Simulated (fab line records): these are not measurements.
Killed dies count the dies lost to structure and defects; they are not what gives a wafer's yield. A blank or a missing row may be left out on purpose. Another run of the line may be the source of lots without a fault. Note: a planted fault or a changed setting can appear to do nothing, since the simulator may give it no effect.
The same fault as seen by 2 desks | flow sky130 | every desk sees just its own numbers, and what lay behind them comes last

FOR THE TOOL OWNER'S DESK: iline_stepper-01
The tool's own readings at SKY_RES_XHIGH_EXPOSE_04 (exposes mask URPM, target cd 1270 nm): means of the sampled wafers that have a number, for each lot that ran on this tool. A lot is out of limits, marked OUT, if its mean lies more than 4 standard deviations from the usual mean; the brackets give that distance.
Columns: A = exposure_dose_mJ_cm2 at SKY_RES_XHIGH_EXPOSE_04, usual 139.98; B = stage_vel_mm_s at SKY_RES_XHIGH_EXPOSE_04, usual 499.98 mm/s
lot  | first seen here | A                | B
L324 | day 26 09:22    | 139.96           | 500.06
L325 | day 26 22:46    | 140.14           | 500.18
L326 | day 27 02:19    | 139.92           | 499.93
L328 | day 28 10:35    | 140.02           | 500.45
L331 | day 28 21:53    | 139.83           | 499.92
L332 | day 29 12:35    | 140.03           | 499.91
L334 | day 30 12:59    | 139.76           | 499.70
L337 | day 31 08:02    | 139.94           | 499.94
L336 | day 31 08:59    | 132.38 (-51) OUT | 499.92
L345 | day 33 12:17    | 132.34 (-51) OUT | 500.02
This desk's finding: out of limits on L336, L345; first on L336, day 31 08:59 (exposure_dose_mJ_cm2 at SKY_RES_XHIGH_EXPOSE_04). L324, L325, L326, L328, L331, L332, L334, L337: within limits.

THE METROLOGY DESK
Means of the sampled wafers that have a number, per lot and without regard to the tool the lot ran on: this is what the gauges read. A lot is out of limits, marked OUT, if its mean lies more than 4 standard deviations from the usual mean; the brackets give that distance.
Columns: A = cd_nm at SKY_POLY_CUT_CD_MEAS_08, usual 270.1 nm; B = LI_CONTACT_BOW at SKY_LI_CONTACT_BOW_MEAS_03, usual 56 um
lot  | first seen here | A     | B
L323 | day 24 12:07    | 271.0 | 51
L324 | day 24 12:25    | 269.4 | 57
L325 | day 25 02:07    | 269.2 | 51
L326 | day 25 07:05    | 267.7 | 57
L328 | day 26 15:46    | 269.0 | 63
L331 | day 27 02:40    | 270.8 | 52
L332 | day 27 17:31    | 268.0 | 62
L333 | day 27 19:05    | 269.3 | 52
L335 | day 28 14:08    | 269.8 | 56
L334 | day 28 18:01    | 269.8 | 57
L337 | day 29 14:07    | 271.1 | 57
L336 | day 29 14:25    | 270.7 | 50
L345 | day 31 19:50    | 272.1 | 48
This desk's finding: nothing out of limits on any of the 13 lots.

BROUGHT TOGETHER
On L336, L345, at day 31 08:59, an alarm was possible from the tool owner's desk.
Nothing out of limits was seen by the metrology desk.
The metrology desk has L336, L345 on record, within its limits.
All the named lots went through SKY_RES_XHIGH_EXPOSE_04 on iline_stepper-01.

WHAT HAD BEEN PUT IN BY THE SIMULATOR
Process parameters drifting: iline_stepper-01 at SKY_RES_XHIGH_EXPOSE_04, beginning at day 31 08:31. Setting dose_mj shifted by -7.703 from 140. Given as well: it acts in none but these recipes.
Struck lots among those shown: L336, L345.
Time in hours from fault onset to the first out-of-limits reading at each desk: the tool owner's desk, 0.
